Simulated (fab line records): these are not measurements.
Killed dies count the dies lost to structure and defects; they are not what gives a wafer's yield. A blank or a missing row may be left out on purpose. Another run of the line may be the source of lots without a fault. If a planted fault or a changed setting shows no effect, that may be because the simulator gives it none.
fab line records -- flow sky130
record: lots: 13, wafers: 39, lastDay: 50
route steps=708 shown FIELD_ISO@14 NWELL@34 VT_ADJUST_HVTP@94 RES_PROTECT@215
lots with no fault: from the same line, run without faults
startH: hours from the record's opening day to when the first of the lot's shown wafers began -- waitH: hours elapsed since this lot's preceding step -- " as in the row above -- L1.1+2: one row covering several wafers at once -- - no value, or no start given -- * or withheld: withheld -- < > ~ a bound
route shown NAME@n: a module of which the file shows steps, and the number in the route of the first -- usual: mean and standard deviation over wafers with no fault -- same: alike in all rows -- chamber/n: place in a boat -- sites: the reading at each site -- _std_site: standard deviation of those values -- _edge_site: inner sites' mean taken away from outer sites' mean -- radiusMm: for every site, how far away it sits from the centre of the wafer -- mask NAME#n: copy n -- behind: the most recent tool/chamber to have shaped the wafer -- hold: why the lot went on hold/how many hours it stayed there/how the hold came to an end -- device: which transistor (n, p or np) failed to switch -- end of line: the route-end tests of the same wafers -- for a step that has no rows: nothing shown but its recipe -- killed: dies lost to structure and defects at the first sort, not the wafer's yield -- map: per-die view of a wafer (x killed, . not killed, _ where there is no die)
set.NAME: the run value of the setting; set.NAME@STEP: its run value at that earlier step -- model.NAME: the simulator's own value behind a step, which no gauge read
route steps across a sampled set of lots; one table per step, one row per wafer
services: when a tool's chamber went out of use (startH, in hours from the record's first day, below 0 if earlier), for how many hours, and the reason
== steps ==
step: SKY_FIELD_ISO_CD_MEAS_13
recipe: targetCdNm: 150
usual: cdNm: 149.8/1.3
lot.wafer,tool,chamber,startH,waitH,cdNm
L625.1,cdSem-02,-,32.81,-,148.5
L625.3,cdSem-02,-,32.81,-,148.4
L625.6,cdSem-02,-,32.81,-,148.3
L626.1,cdSem-02,-,37.27,-,148.5
L626.4,cdSem-02,-,37.27,-,146.4
L626.5,cdSem-02,-,37.27,-,146.9
L627.1,cdSem-01,-,38.32,-,149.7
L627.4,cdSem-01,-,38.32,-,153.5
L627.6,cdSem-01,-,38.32,-,152.0
L628.4,cdSem-02,-,46.57,-,149.4
L628.5,cdSem-02,-,46.57,-,149.5
L628.6,cdSem-02,-,46.57,-,150.1
L635.1,cdSem-01,-,81.36,-,150.1
L635.5,cdSem-01,-,81.36,-,151.5
L635.6,cdSem-01,-,81.36,-,150.3
L636.1,cdSem-02,-,85.21,-,149.8
L636.2,cdSem-02,-,85.21,-,149.5
L636.3,cdSem-02,-,85.21,-,150.4
L639.4,cdSem-01,-,102.05,-,149.7
L639.5,cdSem-01,-,102.05,-,151.8
L639.6,cdSem-01,-,102.05,-,150.2
L640.1,cdSem-01,-,108.31,-,148.9
L640.2,cdSem-01,-,108.31,-,150.0
L640.4,cdSem-01,-,108.31,-,150.5
L642.2,cdSem-01,-,117.21,-,148.7
L642.5,cdSem-01,-,117.21,-,150.0
L642.6,cdSem-01,-,117.21,-,150.2
L643.2,cdSem-01,-,121.18,-,149.7
L643.3,cdSem-01,-,121.18,-,150.8
L643.4,cdSem-01,-,121.18,-,149.9
L646.2,cdSem-02,-,137.53,-,152.7
L646.3,cdSem-02,-,137.53,-,150.8
L646.6,cdSem-02,-,137.53,-,149.4
L647.2,cdSem-02,-,143.09,-,150.1
L647.4,cdSem-02,-,143.09,-,150.5
L647.6,cdSem-02,-,143.09,-,149.1
L648.4,cdSem-01,-,149.22,-,148.5
L648.5,cdSem-01,-,149.22,-,148.2
L648.6,cdSem-01,-,149.22,-,150.0
step: SKY_NWELL_THK_MEAS_02
recipe: reads: SiO2_of_NWELL_OXIDATION_01
usual: NWELL_OXIDATION_THK: 9.96/0.25
lot.wafer,tool,chamber,startH,waitH,NWELL_OXIDATION_THK[nm]
L625.1,filmMetro-01,-,39.30,0.0,9.98
L625.3,filmMetro-01,-,39.30,0.0,9.93
L625.6,filmMetro-01,-,39.30,0.0,10.03
L626.1,filmMetro-01,-,45.23,0.0,9.93
L626.4,filmMetro-01,-,45.23,0.0,10.01
L626.5,filmMetro-01,-,45.23,0.0,9.94
L627.1,filmMetro-01,-,46.17,0.0,10.04
L627.4,filmMetro-01,-,46.17,0.0,10.11
L627.6,filmMetro-01,-,46.17,0.0,9.86
L628.4,filmMetro-01,-,52.89,0.0,10.24
L628.5,filmMetro-01,-,52.89,0.0,10.17
L628.6,filmMetro-01,-,52.89,0.0,10.08
L635.1,filmMetro-01,-,89.32,0.0,10.19
L635.5,filmMetro-01,-,89.32,0.0,10.16
L635.6,filmMetro-01,-,89.32,0.0,10.31
L636.1,filmMetro-01,-,93.12,0.0,9.47
L636.2,filmMetro-01,-,93.12,0.0,9.43
L636.3,filmMetro-01,-,93.12,0.0,9.63
L639.4,filmMetro-03,-,108.23,0.0,10.22
L639.5,filmMetro-03,-,108.23,0.0,10.15
L639.6,filmMetro-03,-,108.23,0.0,10.14
L640.1,filmMetro-01,-,115.65,0.0,9.66
L640.2,filmMetro-01,-,115.65,0.0,9.73
L640.4,filmMetro-01,-,115.65,0.0,9.66
L642.2,filmMetro-01,-,124.42,0.0,10.10
L642.5,filmMetro-01,-,124.42,0.0,10.03
L642.6,filmMetro-01,-,124.42,0.0,9.95
L643.2,filmMetro-01,-,129.48,0.0,10.00
L643.3,filmMetro-01,-,129.48,0.0,9.95
L643.4,filmMetro-01,-,129.48,0.0,10.02
L646.2,filmMetro-01,-,144.81,0.0,9.97
L646.3,filmMetro-01,-,144.81,0.0,9.93
L646.6,filmMetro-01,-,144.81,0.0,10.15
L647.2,filmMetro-02,-,150.02,0.0,9.70
L647.4,filmMetro-02,-,150.02,0.0,9.83
L647.6,filmMetro-02,-,150.02,0.0,9.65
L648.4,filmMetro-02,-,155.51,0.0,9.73
L648.5,filmMetro-02,-,155.51,0.0,9.56
L648.6,filmMetro-02,-,155.51,0.0,9.78
step: SKY_VT_ADJUST_HVTP_IMPLANT_09
recipe: species: As, energyKev: 150, doseCm2: 4.3e+12, tiltDeg: withheld
usual: beamOnS: 10.01/0.23, doseIonsCm2: 4.301e+12/4.9e+09, faradayCurrentUA: 24.2/0.54
lot.wafer,tool,chamber,startH,waitH,beamOnS,doseIonsCm2,faradayCurrentUA
L625.1,implanter-04,0,125.24,0.0,10.28,4.316e+12,23.6
L625.3,implanter-04,0,125.24,0.0,10.28,4.312e+12,23.7
L625.6,implanter-04,0,125.24,0.0,10.49,4.293e+12,23.2
L626.1,implanter-03,0,131.03,0.0,10.04,4.301e+12,24.2
L626.4,implanter-03,0,131.03,0.0,10.24,4.304e+12,23.6
L626.5,implanter-03,0,131.03,0.0,9.72,4.299e+12,24.9
L627.1,implanter-03,0,147.42,0.0,10.09,4.299e+12,24.0
L627.4,implanter-03,0,147.42,0.0,10.11,4.296e+12,24.0
L627.6,implanter-03,0,147.42,0.0,9.89,4.3e+12,24.5
L628.4,implanter-03,0,148.09,0.1,10.28,4.306e+12,23.6
L628.5,implanter-03,0,148.09,0.1,10.22,4.297e+12,23.8
L628.6,implanter-03,0,148.09,0.1,10.00,4.304e+12,24.2
L635.1,implanter-04,0,186.99,0.0,10.02,4.982e+12,28.0
L635.5,implanter-04,0,186.99,0.0,9.89,4.988e+12,28.5
L635.6,implanter-04,0,186.99,0.0,10.19,4.992e+12,27.7
L636.1,implanter-04,0,191.29,0.0,10.18,4.987e+12,27.7
L636.2,implanter-04,0,191.29,0.0,10.13,4.981e+12,27.7
L636.3,implanter-04,0,191.29,0.0,10.13,4.984e+12,27.7
L639.4,implanter-02,0,210.12,0.1,9.87,4.307e+12,24.7
L639.5,implanter-02,0,210.12,0.1,10.30,4.301e+12,23.5
L639.6,implanter-02,0,210.12,0.1,10.20,4.308e+12,23.8
L640.1,implanter-03,0,219.38,0.0,9.92,4.297e+12,24.4
L640.2,implanter-03,0,219.38,0.0,9.78,4.306e+12,24.7
L640.4,implanter-03,0,219.38,0.0,9.60,4.301e+12,25.2
L642.2,implanter-02,0,233.75,0.0,10.30,4.294e+12,23.6
L642.5,implanter-02,0,233.75,0.0,9.90,4.299e+12,24.6
L642.6,implanter-02,0,233.75,0.0,10.27,4.298e+12,23.6
L643.2,implanter-02,0,236.80,0.0,10.03,4.303e+12,24.3
L643.3,implanter-02,0,236.80,0.0,10.12,4.308e+12,24.0
L643.4,implanter-02,0,236.80,0.0,9.84,4.301e+12,24.7
L646.2,implanter-03,0,255.09,0.0,10.11,4.303e+12,24.1
L646.3,implanter-03,0,255.09,0.0,10.07,4.305e+12,24.0
L646.6,implanter-03,0,255.09,0.0,9.60,4.301e+12,25.2
L647.2,implanter-04,0,262.49,0.0,10.07,4.299e+12,24.0
L647.4,implanter-04,0,262.49,0.0,10.22,4.296e+12,23.8
L647.6,implanter-04,0,262.49,0.0,10.13,4.304e+12,24.0
L648.4,implanter-04,0,269.02,0.1,10.00,4.289e+12,24.1
L648.5,implanter-04,0,269.02,0.1,9.71,4.296e+12,24.9
L648.6,implanter-04,0,269.02,0.1,10.32,4.293e+12,23.5
step: SKY_VT_ADJUST_HVTP_TW_MEAS_11
usual: VT_ADJUST_HVTP_TW: 1360/7.6
lot.wafer,tool,chamber,startH,waitH,hold,VT_ADJUST_HVTP_TW
L625.1,filmMetro-04,-,125.49,0.1,-,1373
L625.3,filmMetro-04,-,125.49,0.1,-,1373
L625.6,filmMetro-04,-,125.49,0.1,-,1374
L626.1,filmMetro-02,-,131.28,0.1,-,1358
L626.4,filmMetro-02,-,131.28,0.1,-,1353
L626.5,filmMetro-02,-,131.28,0.1,-,1359
L627.1,filmMetro-01,-,147.67,0.1,-,1358
L627.4,filmMetro-01,-,147.67,0.1,-,1368
L627.6,filmMetro-01,-,147.67,0.1,-,1365
L628.4,filmMetro-02,-,148.30,0.1,-,1346
L628.5,filmMetro-02,-,148.30,0.1,-,1355
L628.6,filmMetro-02,-,148.30,0.1,-,1360
L635.1,filmMetro-02,-,187.24,0.1,awaitDispo/0.2h/release,1422
L635.5,filmMetro-02,-,187.24,0.1,awaitDispo/0.2h/release,1422
L635.6,filmMetro-02,-,187.24,0.1,awaitDispo/0.2h/release,1423
L635.1,filmMetro-02,-,187.47,0.2,-,1426
L635.5,filmMetro-02,-,187.47,0.2,-,1423
L635.6,filmMetro-02,-,187.47,0.2,-,1433
L636.1,filmMetro-01,-,191.54,0.1,awaitDispo/0.2h/release,1427
L636.2,filmMetro-01,-,191.54,0.1,awaitDispo/0.2h/release,1434
L636.3,filmMetro-01,-,191.54,0.1,awaitDispo/0.2h/release,1427
L636.1,filmMetro-01,-,191.87,0.3,-,1423
L636.2,filmMetro-01,-,191.87,0.3,-,1426
L636.3,filmMetro-01,-,191.87,0.3,-,1417
L639.4,filmMetro-04,-,210.32,0.1,-,1357
L639.5,filmMetro-04,-,210.32,0.1,-,1361
L639.6,filmMetro-04,-,210.32,0.1,-,1362
L640.1,filmMetro-04,-,219.63,0.1,-,1366
L640.2,filmMetro-04,-,219.63,0.1,-,1359
L640.4,filmMetro-04,-,219.63,0.1,-,1361
L642.2,filmMetro-02,-,233.99,0.1,-,1362
L642.5,filmMetro-02,-,233.99,0.1,-,1369
L642.6,filmMetro-02,-,233.99,0.1,-,1371
L643.2,filmMetro-04,-,237.04,0.1,-,1373
L643.3,filmMetro-04,-,237.04,0.1,-,1367
L643.4,filmMetro-04,-,237.04,0.1,-,1367
L646.2,filmMetro-02,-,255.33,0.1,-,1362
L646.3,filmMetro-02,-,255.33,0.1,-,1359
L646.6,filmMetro-02,-,255.33,0.1,-,1361
L647.2,filmMetro-01,-,262.73,0.1,-,1350
L647.4,filmMetro-01,-,262.73,0.1,-,1352
L647.6,filmMetro-01,-,262.73,0.1,-,1348
L648.4,filmMetro-02,-,269.22,0.1,-,1369
L648.5,filmMetro-02,-,269.22,0.1,-,1373
L648.6,filmMetro-02,-,269.22,0.1,-,1373
step: SKY_RES_PROTECT_TW_MEAS_08
usual: POLY_GATE_TW: 4063/26
lot.wafer,tool,chamber,startH,waitH,POLY_GATE_TW
L625.1,filmMetro-03,-,343.74,0.1,4053
L625.3,filmMetro-03,-,343.74,0.1,4043
L625.6,filmMetro-03,-,343.74,0.1,4043
L626.1,filmMetro-02,-,352.82,0.1,4078
L626.4,filmMetro-02,-,352.82,0.1,4048
L626.5,filmMetro-02,-,352.82,0.1,4083
L627.1,filmMetro-02,-,371.29,0.1,4079
L627.4,filmMetro-02,-,371.29,0.1,4086
L627.6,filmMetro-02,-,371.29,0.1,4082
L628.4,filmMetro-03,-,373.07,0.1,4026
L628.5,filmMetro-03,-,373.07,0.1,4011
L628.6,filmMetro-03,-,373.07,0.1,4019
L635.1,filmMetro-04,-,427.69,0.1,4047
L635.5,filmMetro-04,-,427.69,0.1,4072
L635.6,filmMetro-04,-,427.69,0.1,4072
L636.1,filmMetro-02,-,436.96,0.1,4073
L636.2,filmMetro-02,-,436.96,0.1,4064
L636.3,filmMetro-02,-,436.96,0.1,4087
L639.4,filmMetro-02,-,458.90,0.1,4093
L639.5,filmMetro-02,-,458.90,0.1,4069
L639.6,filmMetro-02,-,458.90,0.1,4080
L640.1,filmMetro-04,-,474.76,0.1,4080
L640.2,filmMetro-04,-,474.76,0.1,4068
L640.4,filmMetro-04,-,474.76,0.1,4078
L642.2,filmMetro-02,-,490.54,0.1,4075
L642.5,filmMetro-02,-,490.54,0.1,4089
L642.6,filmMetro-02,-,490.54,0.1,4083
L643.2,filmMetro-04,-,495.04,0.1,4079
L643.3,filmMetro-04,-,495.04,0.1,4064
L643.4,filmMetro-04,-,495.04,0.1,4058
L646.2,filmMetro-03,-,514.77,0.1,4041
L646.3,filmMetro-03,-,514.77,0.1,4026
L646.6,filmMetro-03,-,514.77,0.1,4024
L647.2,filmMetro-02,-,531.78,0.1,4064
L647.4,filmMetro-02,-,531.78,0.1,4054
L647.6,filmMetro-02,-,531.78,0.1,4068
L648.4,filmMetro-02,-,536.94,0.1,4051
L648.5,filmMetro-02,-,536.94,0.1,4059
L648.6,filmMetro-02,-,536.94,0.1,4068
== services ==
tool,chamber,startH,hours,kind
implanter-04,-,109.65,1.2,repair
implanter-03,-,112.71,1.0,repair
implanter-04,-,144.23,2.4,repair
implanter-02,-,144.27,5.5,repair
implanter-03,-,184.67,3.1,repair
implanter-02,-,254.39,2.6,repair
implanter-03,-,263.88,5.2,repair
== key ==
firstSign: step: SKY_VT_ADJUST_HVTP_IMPLANT_09, reading: doseIonsCm2, direction: up, sigmas: 99+, usual: *, struck: *
effect: step: SKY_VT_ADJUST_HVTP_IMPLANT_09, reading: faradayCurrentUA, direction: up, sigmas: 6.7, usual: 24.2, struck: 27.9
effect: step: SKY_VT_ADJUST_HVTP_TW_MEAS_11, reading: visit, direction: added
effect: step: SKY_VT_ADJUST_HVTP_TW_MEAS_11, reading: VT_ADJUST_HVTP_TW, direction: up, sigmas: 8.6, usual: 1360, struck: 1426
metAt SKY_VT_ADJUST_HVTP_IMPLANT_09
struckLots L635,L636
testerLeftOut L635,L636
notActingAt SKY_FIELD_ISO_CD_MEAS_13,SKY_NWELL_THK_MEAS_02,SKY_RES_PROTECT_TW_MEAS_08
onsetBetween 125.24 186.99
fault: kind: processParameterDrift, tool: implanter-04, chamber: -, onsetH: 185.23, steps: SKY_VT_ADJUST_HVTP_IMPLANT_09, channel: doseCm2, offset: *, shape: step, endH: 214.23, actsIn: *, stated: *
testerLeftOut: of these lots the tester's yield and bins aren't shown, on N5 and GAA mostly nor the transistor test; their killed dies are dies lost to structure and defects alone, not to doping, threshold or leakage, so they don't give the yield
